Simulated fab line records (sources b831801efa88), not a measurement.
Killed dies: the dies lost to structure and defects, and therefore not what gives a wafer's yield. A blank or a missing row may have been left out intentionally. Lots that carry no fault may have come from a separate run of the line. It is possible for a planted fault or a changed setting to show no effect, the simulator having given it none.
Chamber matching + flow sky130 + rieDiel-02 running SKY_VIA3_ETCH_14: 4 sister chambers
The step etches BARC in N2/H2, stops on SiO2, time 45.9 s, target depth 60 nm. 4 wafers are shown with their chamber, then 11 later ones without.

WAFERS PAIRED WITH THEIR CHAMBERS
| wafer  | chamber | oesProductAu (a.u.) |
|--------|---------|---------------------|
| L088.3 | 1       | 0.858               |
| L088.4 | 3       | 0.853               |
| L088.5 | 2       | 0.851               |
| L089.4 | 0       | 0.856               |

WAFERS WITHOUT THEIR CHAMBER
| wafer  | oesProductAu (a.u.) |
|--------|---------------------|
| L089.5 | 0.850               |
| L089.6 | 0.858               |
| L092.2 | 0.850               |
| L092.3 | 0.854               |
| L092.5 | 0.850               |
| L095.3 | 0.854               |
| L095.4 | 0.858               |
| L095.5 | 0.844               |
| L097.1 | 0.854               |
| L097.3 | 0.854               |
| L097.4 | 0.846               |

THE CHAMBER EACH PASSED THROUGH
| wafer  | from the rows above               | in truth |
|--------|-----------------------------------|----------|
| L089.5 | can't be placed: 2 or 3 or 0      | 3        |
| L089.6 | can't be placed: 1 or 0 or 3      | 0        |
| L092.2 | can't be placed: 2 or 3 or 0      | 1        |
| L092.3 | can't be placed: 3 or 0 or 2 or 1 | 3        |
| L092.5 | can't be placed: 2 or 3 or 0      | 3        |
| L095.3 | can't be placed: 3 or 0 or 2 or 1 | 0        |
| L095.4 | can't be placed: 1 or 0 or 3      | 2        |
| L095.5 | can't be placed: 2 or 3 or 0      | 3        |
| L097.1 | can't be placed: 3 or 0 or 2 or 1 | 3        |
| L097.3 | can't be placed: 3 or 0 or 2 or 1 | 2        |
| L097.4 | can't be placed: 2 or 3 or 0      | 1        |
Correct placement for 0 of the 11. These rows do not allow placing 11 (true chamber among the candidates in 8). Wrongly placed: 0.
How it was worked out, from the rows above alone: a wafer's distance from a chamber is the root of the sum, over the readings, of the square of ((its reading less the chamber's mean) divided by the reading's scatter). The wafer belongs to the nearest chamber; if the next one is less than 2 further off, it can't be placed. The mean given for a chamber averages the wafers shown for that chamber. The scatter: with one shown wafer a chamber, the root of the mean of the squares of how far each hidden wafer lies from its nearest shown one.
